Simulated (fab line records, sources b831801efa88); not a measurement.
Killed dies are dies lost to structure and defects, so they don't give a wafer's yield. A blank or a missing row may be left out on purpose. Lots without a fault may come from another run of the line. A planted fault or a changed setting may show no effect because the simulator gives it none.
Chamber matching | flow gf180mcu | GF_V4_ETCH_16 on rie_diel-02: 4 sister chambers
The step etches BARC in N2/H2. 14 wafers are shown with their chamber, then 7 later ones without.

WAFERS WITH THEIR CHAMBER
wafer  | chamber | drypump_motor_current_A (A) | throttle_valve_pct (%) | oes_product_au (a.u.)
L469.1 | 3       | 5.5                         | 13.221                 | 0.857
L469.3 | 1       | 5.3                         | 13.225                 | 0.855
L469.6 | 0       | 6.2                         | 13.211                 | 0.853
L472.2 | 3       | 5.4                         | 13.222                 | 0.857
L472.4 | 1       | 5.3                         | 13.242                 | 0.869
L472.5 | 3       | 5.5                         | 13.220                 | 0.859
L474.2 | 1       | 5.3                         | 13.241                 | 0.854
L474.3 | 2       | 5.9                         | 13.216                 | 0.856
L474.4 | 3       | 5.5                         | 13.222                 | 0.858
L475.1 | 1       | 5.3                         | 13.231                 | 0.852
L475.3 | 3       | 5.5                         | 13.218                 | 0.861
L475.6 | 1       | 5.3                         | 13.223                 | 0.858
L484.1 | 1       | 5.3                         | 13.229                 | 0.848
L484.2 | 3       | 5.5                         | 13.230                 | 0.854

SIGNATURES (means of the wafers above)
reading                 | chamber 0 | chamber 1 | chamber 2 | chamber 3 | scatter within a chamber
drypump_motor_current_A | 6.200     | 5.300     | 5.900     | 5.483     | 0.0289
throttle_valve_pct      | 13.21100  | 13.23183  | 13.21600  | 13.22217  | 0.00637
oes_product_au          | 0.85300   | 0.85600   | 0.85600   | 0.85767   | 0.00534
Rule: a wafer's distance from a chamber is the root of the sum, over the readings, of the square of ((its reading less the chamber's mean) divided by the reading's scatter). The wafer belongs to the nearest chamber; if the next one is less than 2 further off, it can't be placed. The scatter: the root of (the sum of the squares of (reading less its chamber's mean) over the shown wafers, divided by (wafers less chambers)).

WAFERS WITHOUT THEIR CHAMBER
wafer  | drypump_motor_current_A (A) | throttle_valve_pct (%) | oes_product_au (a.u.)
L484.3 | 5.9                         | 13.220                 | 0.849
L486.2 | 5.9                         | 13.224                 | 0.852
L486.3 | 5.5                         | 13.226                 | 0.853
L486.6 | 5.3                         | 13.223                 | 0.856
L490.1 | 5.3                         | 13.210                 | 0.859
L490.2 | 6.0                         | 13.230                 | 0.861
L490.6 | 5.9                         | 13.222                 | 0.853

WHICH CHAMBER EACH WENT THROUGH
wafer  | from the rows above | in truth
L484.3 | 2                   | 2
L486.2 | 2                   | 2
L486.3 | 3                   | 3
L486.6 | 1                   | 1
L490.1 | 1                   | 1
L490.2 | 2                   | 2
L490.6 | 2                   | 2
Placed correctly: 7 of 7. Can't be placed from these rows: 0. Placed wrongly: 0.
